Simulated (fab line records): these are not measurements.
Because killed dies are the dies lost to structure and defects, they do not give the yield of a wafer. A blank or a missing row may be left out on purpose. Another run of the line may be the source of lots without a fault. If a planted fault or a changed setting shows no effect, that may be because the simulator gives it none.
fab line records    flow sfq_line
record: lots: 15  wafers: 43  last_day: 81
route steps=325 shown L0@3 I0@54 M3@128
lots that met no fault: taken from a fault-free run of the same line
start_h: start of the lot's first displayed wafer, in hours after the record's first day    wait_h: how many hours have passed since the lot's step before this one    " repeats the value in the row above    L1.1+2: a row that stands for several wafers    - no value present, or no start provided    * or withheld: withheld    < > ~ a bound
route shown NAME@n: NAME is a module with steps in the file, n the number in the route of the first one    usual: mean/standard deviation of fault-free wafers    same: alike in all rows    chamber/n: place in a boat    sites: the reading at each site    _std_site: their standard deviation    _edge_site: outer sites' mean less inner sites'    radius_mm: for every site, how far away it sits from the centre of the wafer    mask NAME#n: copy n    behind: the last tool/chamber to shape the wafer    hold: the reason the lot was held/the length of the hold in hours/how it ended    device: names the non-switching transistor (n, p or np)    end of line: the same wafers' tests at the end of the route    a step given without rows: its recipe and nothing more    killed: the dies lost at the first sort to structure and to defects; this is not the yield of the wafer    map: a wafer's dies, x killed, . not, _ none there
set.NAME: setting as actually run; set.NAME@STEP: the setting as run at that earlier step    model.NAME: the simulator's own value behind a step, which no gauge read
a sample of lots followed through the steps of the route, with each step as a table and each wafer as a row
services: the hour from which a tool's chamber was out of use, counted from the record's first day as start_h (under 0 if before that day), plus the number of hours and why
== steps ==
step: SFQ_TRILAYER_L0_DEP_SPUTTER_003
recipe: material: MoNx_KI  base_pressure_pa: 1.33e-06  target_thk_nm: 40  power_w: 800  time_s: 100  chamber_pressure_pa: 0.4
usual: chamber_pressure_pa: 0.4001/0.00084  throttle_valve_pct: 30.0/1.6
lot.wafer  tool            chamber  start_h  wait_h  chamber_pressure_pa  throttle_valve_pct
L562.2     pvd_sputter-06  -        12.49    0.0     0.4008               28.7
L562.4     "               -        "        "       0.4004               28.6
L562.6     "               -        "        "       0.4007               28.9
L565.1     pvd_sputter-06  -        27.49    0.0     0.4003               29.3
L565.5     "               -        "        "       0.3995               29.0
L565.6     "               -        "        "       0.3997               29.1
L566.2     pvd_sputter-05  -        32.49    0.0     0.3996               29.9
L566.3     "               -        "        "       0.4001               29.5
L566.5     "               -        "        "       0.4001               29.7
L567.4     pvd_sputter-03  -        37.49    0.0     0.4005               27.9
L567.5     "               -        "        "       0.3987               28.0
L567.6     "               -        "        "       0.3986               30.6
L568.3     pvd_sputter-03  -        42.49    0.0     0.3994               32.1
L568.4     "               -        "        "       0.3991               30.6
L568.5     "               -        "        "       0.4019               27.8
L569.1     pvd_sputter-03  -        47.49    0.0     0.4000               28.2
L569.3     "               -        "        "       0.4011               32.1
L569.6     "               -        "        "       0.4004               32.5
L570.1     pvd_sputter-05  -        52.49    0.0     0.4005               32.8
L570.2     "               -        "        "       0.4011               29.7
L570.4     "               -        "        "       0.3984               28.8
L571.1     pvd_sputter-03  -        57.49    0.0     0.3999               30.6
L571.3     "               -        "        "       0.4000               27.9
L571.5     "               -        "        "       0.4003               32.4
L573.4     pvd_sputter-03  -        67.49    0.0     0.4008               30.9
L573.5     "               -        "        "       0.3999               30.6
L574.2     pvd_sputter-05  -        72.49    0.0     0.3997               30.2
L574.3     "               -        "        "       0.3994               29.0
L574.6     "               -        "        "       0.4004               30.2
L575.1     pvd_sputter-03  -        77.49    0.0     0.3994               28.2
L575.4     "               -        "        "       0.3990               32.2
L577.3     pvd_sputter-03  -        87.49    0.0     0.4000               32.3
L577.4     "               -        "        "       0.3998               30.4
L577.6     "               -        "        "       0.4014               32.6
L581.2     pvd_sputter-05  -        107.49   0.0     0.4001               29.7
L581.3     "               -        "        "       0.4003               32.5
L581.5     "               -        "        "       0.4004               28.9
L582.2     pvd_sputter-06  -        112.49   0.0     0.4013               28.9
L582.4     "               -        "        "       0.4009               30.9
L582.5     "               -        "        "       0.4005               28.9
L585.2     pvd_sputter-05  -        127.49   0.0     0.4005               29.9
L585.4     "               -        "        "       0.4014               29.2
L585.5     "               -        "        "       0.4018               29.9
step: SFQ_L0_RS_MEAS_901
recipe: thk_meas_gauge: four-point-probe  reads: MoNx_KI_of_TRILAYER_L0_DEP_SPUTTER_003
usual: L0_MONX_KI_RS: 43.4/0.37
lot.wafer  tool           chamber  start_h  wait_h  hold                      L0_MONX_KI_RS[ohm/sq]
L562.2     film_metro-04  -        12.58    0.1     -                         43.5
L562.4     "              -        "        "       -                         43.7
L562.6     "              -        "        "       -                         43.5
L565.1     film_metro-02  -        27.56    0.0     -                         42.9
L565.5     "              -        "        "       -                         42.9
L565.6     "              -        "        "       -                         43.1
L566.2     film_metro-02  -        32.58    0.1     -                         43.9
L566.3     "              -        "        "       -                         43.7
L566.5     "              -        "        "       -                         43.8
L567.4     film_metro-02  -        37.62    0.1     -                         43.5
L567.5     "              -        "        "       -                         42.9
L567.6     "              -        "        "       -                         43.6
L568.3     film_metro-02  -        42.60    0.1     -                         43.8
L568.4     "              -        "        "       -                         43.4
L568.5     "              -        "        "       -                         43.4
L569.1     film_metro-01  -        47.56    0.0     -                         42.8
L569.3     "              -        "        "       -                         43.4
L569.6     "              -        "        "       -                         43.9
L570.1     film_metro-02  -        52.56    0.0     -                         42.9
L570.2     "              -        "        "       -                         42.9
L570.4     "              -        "        "       -                         43.4
L571.1     film_metro-01  -        57.56    0.0     -                         42.9
L571.3     "              -        "        "       -                         43.7
L571.5     "              -        "        "       -                         43.4
L573.4     film_metro-01  -        67.62    0.1     await_dispo/0.2h/release  29.5
L573.5     "              -        "        "       await_dispo/0.2h/release  29.6
L573.4     film_metro-01  -        67.91    0.3     -                         29.5
L573.5     "              -        "        "       -                         29.6
L574.2     film_metro-04  -        72.58    0.1     -                         43.4
L574.3     "              -        "        "       -                         43.6
L574.6     "              -        "        "       -                         43.6
L575.1     film_metro-04  -        77.56    0.0     await_dispo/0.2h/release  43.9
L575.4     "              -        "        "       await_dispo/0.2h/release  29.7
L575.1     film_metro-04  -        77.85    0.3     -                         43.8
L575.4     "              -        "        "       -                         29.7
L577.3     film_metro-02  -        87.60    0.1     await_dispo/0.2h/release  43.5
L577.4     "              -        "        "       await_dispo/0.2h/release  29.3
L577.6     "              -        "        "       await_dispo/0.2h/release  43.4
L577.3     film_metro-02  -        87.89    0.3     -                         43.4
L577.4     "              -        "        "       -                         29.3
L577.6     "              -        "        "       -                         43.4
L581.2     film_metro-02  -        107.58   0.1     -                         42.7
L581.3     "              -        "        "       -                         43.2
L581.5     "              -        "        "       -                         43.6
L582.2     film_metro-04  -        112.58   0.1     -                         43.9
L582.4     "              -        "        "       -                         44.5
L582.5     "              -        "        "       -                         43.7
L585.2     film_metro-04  -        127.58   0.1     -                         42.6
L585.4     "              -        "        "       -                         42.9
L585.5     "              -        "        "       -                         42.6
step: SFQ_L0_THK_MEAS_902
recipe: thk_meas_gauge: xrf  reads: MoNx_KI_of_TRILAYER_L0_DEP_SPUTTER_003
usual: L0_MONX_KI_THK: 40.8/0.39
lot.wafer  tool           chamber  start_h  wait_h  hold                      L0_MONX_KI_THK[nm]
L562.2     film_metro-04  -        12.69    0.1     -                         40.6
L562.4     "              -        "        "       -                         40.4
L562.6     "              -        "        "       -                         40.6
L565.1     film_metro-02  -        27.68    0.1     -                         41.2
L565.5     "              -        "        "       -                         41.3
L565.6     "              -        "        "       -                         41.1
L566.2     film_metro-02  -        32.69    0.1     -                         40.5
L566.3     "              -        "        "       -                         40.6
L566.5     "              -        "        "       -                         40.4
L567.4     film_metro-02  -        37.71    0.1     -                         40.8
L567.5     "              -        "        "       -                         41.2
L567.6     "              -        "        "       -                         40.7
L568.3     film_metro-02  -        42.70    0.1     -                         40.6
L568.4     "              -        "        "       -                         40.9
L568.5     "              -        "        "       -                         40.8
L569.1     film_metro-01  -        47.68    0.1     -                         41.3
L569.3     "              -        "        "       -                         40.4
L569.6     "              -        "        "       -                         40.0
L570.1     film_metro-02  -        52.68    0.1     -                         41.3
L570.2     "              -        "        "       -                         41.2
L570.4     "              -        "        "       -                         40.8
L571.1     film_metro-01  -        57.68    0.1     -                         41.2
L571.3     "              -        "        "       -                         40.5
L571.5     "              -        "        "       -                         40.8
L573.4     film_metro-01  -        70.42    2.5     await_dispo/0.2h/release  59.4
L573.5     "              -        "        "       await_dispo/0.2h/release  59.9
L573.4     film_metro-01  -        70.64    0.2     -                         59.9
L573.5     "              -        "        "       -                         59.8
L574.2     film_metro-04  -        72.69    0.1     -                         40.7
L574.3     "              -        "        "       -                         40.5
L574.6     "              -        "        "       -                         40.5
L575.1     film_metro-04  -        80.17    2.3     await_dispo/0.2h/release  40.3
L575.4     "              -        "        "       await_dispo/0.2h/release  59.4
L575.1     film_metro-04  -        80.40    0.2     -                         40.5
L575.4     "              -        "        "       -                         59.6
L577.3     film_metro-02  -        92.66    4.8     await_dispo/0.2h/release  40.6
L577.4     "              -        "        "       await_dispo/0.2h/release  60.4
L577.6     "              -        "        "       await_dispo/0.2h/release  40.7
L577.3     film_metro-02  -        92.89    0.2     -                         40.6
L577.4     "              -        "        "       -                         60.4
L577.6     "              -        "        "       -                         40.4
L581.2     film_metro-02  -        107.69   0.1     -                         41.5
L581.3     "              -        "        "       -                         40.8
L581.5     "              -        "        "       -                         40.8
L582.2     film_metro-04  -        112.69   0.1     -                         40.2
L582.4     "              -        "        "       -                         39.6
L582.5     "              -        "        "       -                         40.4
L585.2     film_metro-04  -        127.69   0.1     -                         41.6
L585.4     "              -        "        "       -                         41.5
L585.5     "              -        "        "       -                         41.7
step: SFQ_TRILAYER_L0_ETCH_METAL_ETCH_008
recipe: target: MoNx_KI  stop_on: SiO2  mask_material: PR  chemistry: SF6/O2  target_depth_nm: 50  icp_w: 600  bias_w: 80  pressure_mtorr: 10  time_s: 25
usual: drypump_motor_current_A: 5.9/0.37  he_backside_leak_sccm: 3.40/0.19  oes_product_au: 0.875/0.0059
lot.wafer  tool          chamber  start_h  wait_h  drypump_motor_current_A  he_backside_leak_sccm  oes_product_au  rf_hours_counter_h
L562.2     rie_metal-03  0        34.44    0.0     5.6                      3.18                   0.874           19
L562.4     "             0        "        "       5.6                      3.16                   0.871           -
L562.6     "             1        "        "       6.3                      3.48                   0.873           -
L565.1     rie_metal-01  1        88.02    0.0     5.7                      3.31                   0.879           51
L565.5     "             1        "        "       5.7                      3.38                   0.880           -
L565.6     "             0        "        "       5.8                      3.49                   0.877           -
L566.2     rie_metal-02  0        101.56   0.0     6.5                      3.44                   0.867           136
L566.3     "             1        "        "       5.2                      3.51                   0.872           -
L566.5     "             0        "        "       6.5                      3.41                   0.875           -
L567.4     rie_metal-02  0        107.66   0.1     6.5                      3.47                   0.877           -
L567.5     "             0        "        "       6.5                      3.41                   0.886           -
L567.6     "             0        "        "       6.5                      3.36                   0.878           -
L568.3     rie_metal-02  0        112.45   0.1     6.5                      3.34                   0.863           -
L568.4     "             0        "        "       6.5                      3.44                   0.877           -
L568.5     "             0        "        "       6.5                      3.48                   0.869           -
L569.1     rie_metal-01  0        118.36   0.0     5.8                      3.69                   0.877           22
L569.3     "             0        "        "       5.8                      3.60                   0.873           -
L569.6     "             1        "        "       5.8                      3.01                   0.865           -
L570.1     rie_metal-01  1        124.36   0.0     5.7                      3.08                   0.881           58
L570.2     "             0        "        "       5.8                      3.55                   0.878           23
L570.4     "             1        "        "       5.8                      3.11                   0.875           -
L571.1     rie_metal-01  1        130.36   0.0     5.7                      3.23                   0.876           59
L571.3     "             0        "        "       5.8                      3.52                   0.871           -
L571.5     "             0        "        "       5.8                      3.73                   0.876           -
L573.4     rie_metal-01  0        145.95   0.0     5.8                      3.62                   0.994           -
L573.5     "             1        "        "       5.7                      3.31                   0.995           -
L574.2     rie_metal-01  0        151.94   0.0     5.8                      3.55                   0.882           28
L574.3     "             0        "        "       5.7                      3.58                   0.872           -
L574.6     "             0        "        "       5.7                      3.45                   0.870           -
L575.1     rie_metal-01  1        157.94   0.0     5.7                      3.16                   0.869           64
L575.4     "             0        "        "       5.8                      3.62                   0.986           -
L577.3     rie_metal-01  1        175.00   0.0     5.8                      4.15                   0.869           -
L577.4     "             0        "        "       5.8                      3.67                   0.995           -
L577.6     "             1        "        "       5.7                      3.09                   0.877           -
L581.2     rie_metal-02  1        195.39   0.0     5.2                      3.15                   0.887           11
L581.3     "             0        "        "       6.5                      3.48                   0.879           -
L581.5     "             1        "        "       5.2                      3.19                   0.868           -
L582.2     rie_metal-01  1        200.19   0.0     5.8                      3.27                   0.859           71
L582.4     "             1        "        "       5.8                      3.14                   0.859           -
L582.5     "             1        "        "       5.8                      3.15                   0.870           -
L585.2     rie_metal-02  1        222.99   0.0     5.2                      3.31                   0.883           15
L585.4     "             1        "        "       5.2                      3.33                   0.878           -
L585.5     "             1        "        "       5.2                      3.43                   0.884           -
step: SFQ_TRILAYER_L0_STRIP_STRIP_009
recipe: gas: O2  power_w: 200  platen_temp_c: 40  overash_fraction: 0.65  chemistry: O2  pressure_mtorr: 50
usual: drypump_motor_current_A: 5.9/0.37  he_backside_leak_sccm: 3.40/0.25  oes_product_au: 0.997/0.0098
lot.wafer  tool          chamber  start_h  wait_h  drypump_motor_current_A  he_backside_leak_sccm  oes_product_au  rf_hours_counter_h
L562.2     rie_metal-03  0        34.49    0.0     5.5                      3.30                   1.004           19
L562.4     "             0        "        "       5.5                      3.22                   1.016           -
L562.6     "             1        "        "       6.3                      3.60                   0.999           -
L565.1     rie_metal-01  1        88.06    0.0     5.7                      3.26                   0.993           51
L565.5     "             1        "        "       5.7                      3.21                   0.990           -
L565.6     "             0        "        "       5.8                      3.49                   0.979           -
L566.2     rie_metal-02  0        101.60   0.0     6.5                      3.38                   0.995           136
L566.3     "             1        "        "       5.2                      3.67                   0.999           -
L566.5     "             0        "        "       6.5                      3.48                   1.003           -
L567.4     rie_metal-02  0        108.31   0.6     6.5                      3.49                   1.002           -
L567.5     "             0        "        "       6.5                      3.45                   1.004           -
L567.6     "             0        "        "       6.5                      3.48                   1.008           -
L568.3     rie_metal-02  0        112.91   0.4     6.5                      3.41                   0.992           -
L568.4     "             0        "        "       6.5                      3.45                   0.998           -
L568.5     "             0        "        "       6.5                      3.37                   1.008           -
L569.1     rie_metal-01  0        118.40   0.0     5.8                      3.25                   0.982           22
L569.3     "             0        "        "       5.8                      3.53                   0.985           -
L569.6     "             1        "        "       5.7                      3.15                   0.986           -
L570.1     rie_metal-01  1        124.40   0.0     5.7                      3.05                   0.991           58
L570.2     "             0        "        "       5.8                      3.38                   0.996           23
L570.4     "             1        "        "       5.7                      3.10                   0.990           -
L571.1     rie_metal-01  1        130.40   0.0     5.7                      3.18                   0.991           59
L571.3     "             0        "        "       5.8                      3.33                   1.006           -
L571.5     "             0        "        "       5.8                      3.25                   0.985           -
L573.4     rie_metal-01  0        146.18   0.2     5.8                      3.58                   1.005           -
L573.5     "             1        "        "       5.7                      3.37                   1.002           -
L574.2     rie_metal-01  0        151.98   0.0     5.8                      3.59                   0.992           28
L574.3     "             0        "        "       5.8                      3.44                   0.987           -
L574.6     "             0        "        "       5.8                      3.50                   0.992           -
L575.1     rie_metal-01  1        157.98   0.0     5.7                      3.17                   1.006           64
L575.4     "             0        "        "       5.8                      3.43                   0.990           -
L577.3     rie_metal-01  1        175.23   0.2     5.7                      3.10                   0.992           -
L577.4     "             0        "        "       5.8                      3.85                   0.988           -
L577.6     "             1        "        "       5.7                      3.09                   0.991           -
L581.2     rie_metal-02  1        195.43   0.0     5.2                      3.38                   0.996           11
L581.3     "             0        "        "       6.5                      3.37                   1.007           -
L581.5     "             1        "        "       5.2                      3.34                   0.999           -
L582.2     rie_metal-01  1        200.23   0.0     5.7                      3.29                   0.992           71
L582.4     "             1        "        "       5.7                      3.26                   0.995           -
L582.5     "             1        "        "       5.7                      3.24                   0.988           -
L585.2     rie_metal-02  1        223.03   0.0     5.2                      3.29                   1.004           15
L585.4     "             1        "        "       5.2                      3.43                   0.986           -
L585.5     "             1        "        "       5.2                      3.40                   1.004           -
step: SFQ_TRILAYER_I0_VIA_BARC_OPEN_VIA_ETCH_046
recipe: mask_material: PR  chemistry: O2  target_depth_nm: 125  target: BARC  source_w: 500  bias_w: 80  pressure_mtorr: 30  time_s: 41.7
usual: drypump_motor_current_A: 5.8/0.48  oes_product_au: 0.685/0.0047
lot.wafer  tool         chamber  start_h  wait_h  drypump_motor_current_A  oes_product_au  rf_hours_counter_h
L562.2     rie_diel-03  2        306.17   0.0     6.3                      0.678           99
L562.4     "            0        "        "       6.4                      0.682           11
L562.6     "            0        "        "       6.4                      0.679           -
L565.1     rie_diel-02  1        386.59   0.0     5.4                      0.690           104
L565.5     "            0        "        "       6.4                      0.681           -
L565.6     "            1        "        "       5.4                      0.685           -
L566.2     rie_diel-03  2        397.51   0.0     6.3                      0.679           100
L566.3     "            0        "        "       6.4                      0.683           12
L566.5     "            0        "        "       6.4                      0.683           -
L567.4     rie_diel-04  1        405.93   0.0     5.4                      0.686           -
L567.5     "            2        "        "       6.1                      0.680           -
L567.6     "            1        "        "       5.4                      0.693           -
L568.3     rie_diel-02  2        407.11   0.0     5.4                      0.691           107
L568.4     "            1        "        "       5.4                      0.688           104
L568.5     "            1        "        "       5.4                      0.691           -
L569.1     rie_diel-03  3        409.51   0.0     5.0                      0.688           103
L569.3     "            2        "        "       6.4                      0.683           100
L569.6     "            0        "        "       6.5                      0.685           -
L570.1     rie_diel-04  2        411.90   0.0     6.1                      0.683           70
L570.2     "            3        "        "       5.5                      0.682           6
L570.4     "            3        "        "       5.6                      0.686           -
L571.1     rie_diel-04  1        416.70   0.0     5.3                      0.681           70
L571.3     "            3        "        "       5.6                      0.682           6
L571.5     "            2        "        "       6.1                      0.685           -
L573.4     rie_diel-03  2        421.50   0.0     6.3                      0.685           101
L573.5     "            0        "        "       6.4                      0.680           -
L574.2     rie_diel-02  2        423.90   0.0     5.4                      0.692           107
L574.3     "            1        "        "       5.4                      0.679           104
L574.6     "            3        "        "       6.3                      0.683           -
L575.1     rie_diel-04  1        425.10   0.0     5.4                      0.697           70
L575.4     "            3        "        "       5.6                      0.678           6
L577.3     rie_diel-02  3        429.90   0.0     6.2                      0.686           3
L577.4     "            2        "        "       5.4                      0.682           107
L577.6     "            1        "        "       5.4                      0.689           -
L581.2     rie_diel-02  3        439.50   0.0     6.3                      0.684           3
L581.3     "            1        "        "       5.4                      0.697           104
L581.5     "            1        "        "       5.4                      0.686           -
L582.2     rie_diel-04  2        441.90   0.0     6.1                      0.686           71
L582.4     "            3        "        "       5.5                      0.688           6
L582.5     "            2        "        "       6.1                      0.683           -
L585.2     rie_diel-04  1        463.50   0.0     5.4                      0.678           71
L585.4     "            0        "        "       6.1                      0.689           12
L585.5     "            0        "        "       6.1                      0.686           -
step: SFQ_M3_OVL_MEAS_921
usual: M3_OVL: 0/4.9
lot.wafer  tool        chamber  start_h  wait_h  M3_OVL[nm]
L562.2     overlay-02  -        689.05   0.1     -3
L562.4     "           -        "        "       0
L562.6     "           -        "        "       4
L565.1     overlay-01  -        707.46   0.1     -4
L565.5     "           -        "        "       -5
L565.6     "           -        "        "       -9
L566.2     overlay-02  -        715.87   0.1     -2
L566.3     "           -        "        "       8
L566.5     "           -        "        "       8
L567.4     overlay-01  -        728.48   0.1     -4
L567.5     "           -        "        "       -1
L567.6     "           -        "        "       -4
L568.3     overlay-01  -        733.28   0.1     -7
L568.4     "           -        "        "       -5
L568.5     "           -        "        "       -8
L569.1     overlay-01  -        782.97   0.1     0
L569.3     "           -        "        "       6
L569.6     "           -        "        "       -6
L570.1     overlay-02  -        784.17   0.1     -2
L570.2     "           -        "        "       -2
L570.4     "           -        "        "       -7
L571.1     overlay-01  -        908.58   0.1     0
L571.3     "           -        "        "       1
L571.5     "           -        "        "       0
L573.4     overlay-02  -        915.35   0.1     4
L573.5     "           -        "        "       3
L574.2     overlay-02  -        1037.86  0.1     -10
L574.3     "           -        "        "       -4
L574.6     "           -        "        "       -3
L575.1     overlay-01  -        1039.05  0.1     0
L575.4     "           -        "        "       -1
L577.3     overlay-01  -        1046.27  0.1     -2
L577.4     "           -        "        "       3
L577.6     "           -        "        "       0
L581.2     overlay-02  -        1053.46  0.1     -5
L581.3     "           -        "        "       -2
L581.5     "           -        "        "       -4
L582.2     overlay-02  -        1054.66  0.1     -1
L582.4     "           -        "        "       -3
L582.5     "           -        "        "       1
L585.2     overlay-01  -        1061.86  0.1     1
L585.4     "           -        "        "       -4
L585.5     "           -        "        "       -2
== services ==
tool            chamber  start_h  hours  kind
pvd_sputter-03  -        -3.49    0.7    repair
rie_diel-04     2        4.32     11.2   repair
rie_diel-04     3        14.32    17.8   repair
pvd_sputter-03  -        59.07    7.8    repair
rie_diel-04     2        60.46    3.6    repair
pvd_sputter-03  -        68.72    4.0    repair
rie_diel-02     2        119.52   3.2    repair
rie_diel-02     3        120.31   27.6   repair
rie_diel-04     3        123.48   5.8    repair
rie_diel-02     1        137.84   7.4    repair
pvd_sputter-05  -        173.53   13.9   repair
pvd_sputter-05  -        183.10   0.7    repair
pvd_sputter-03  -        189.83   4.6    repair
rie_diel-04     0        238.69   5.1    repair
pvd_sputter-03  -        287.11   3.2    repair
rie_diel-04     3        293.92   6.5    repair
rie_metal-02    -        332.15   1.3    repair
rie_diel-04     2        367.31   6.4    repair
rie_diel-04     1        372.51   7.6    repair
rie_metal-02    -        382.65   0.1    repair
rie_diel-04     0        386.40   35.5   repair
pvd_sputter-03  -        398.44   50.1   repair
rie_diel-04     3        402.94   5.6    repair
rie_metal-02    0        435.59   19.1   repair
== key ==
first_sign: step: SFQ_L0_RS_MEAS_901  reading: visit  direction: added
effect: step: SFQ_L0_RS_MEAS_901  reading: L0_MONX_KI_RS  direction: down  sigmas: 37  usual: 43.4  struck: 29.5
effect: step: SFQ_L0_THK_MEAS_902  reading: visit  direction: added
effect: step: SFQ_L0_THK_MEAS_902  reading: L0_MONX_KI_THK  direction: up  sigmas: 49  usual: 40.8  struck: 59.8
effect: step: SFQ_TRILAYER_L0_ETCH_METAL_ETCH_008  reading: oes_product_au  direction: up  sigmas: 20  usual: 0.875  struck: 0.992
met_at SFQ_TRILAYER_L0_DEP_SPUTTER_003
struck_lots L573,L575,L577
struck_wafers L573.4,L573.5,L575.4,L577.4
not_acting_at SFQ_TRILAYER_L0_STRIP_STRIP_009,SFQ_TRILAYER_I0_VIA_BARC_OPEN_VIA_ETCH_046,SFQ_M3_OVL_MEAS_921
onset_between 57.49 67.49
fault: kind: process_parameter_drift  tool: pvd_sputter-03  chamber: -  onset_h: 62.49  steps: SFQ_TRILAYER_L0_DEP_SPUTTER_003  channel: target_thk_nm  offset: 19.068  shape: step  end_h: 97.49  scope: struck_wafers_only  acts_in: these_recipes_only  stated: 40
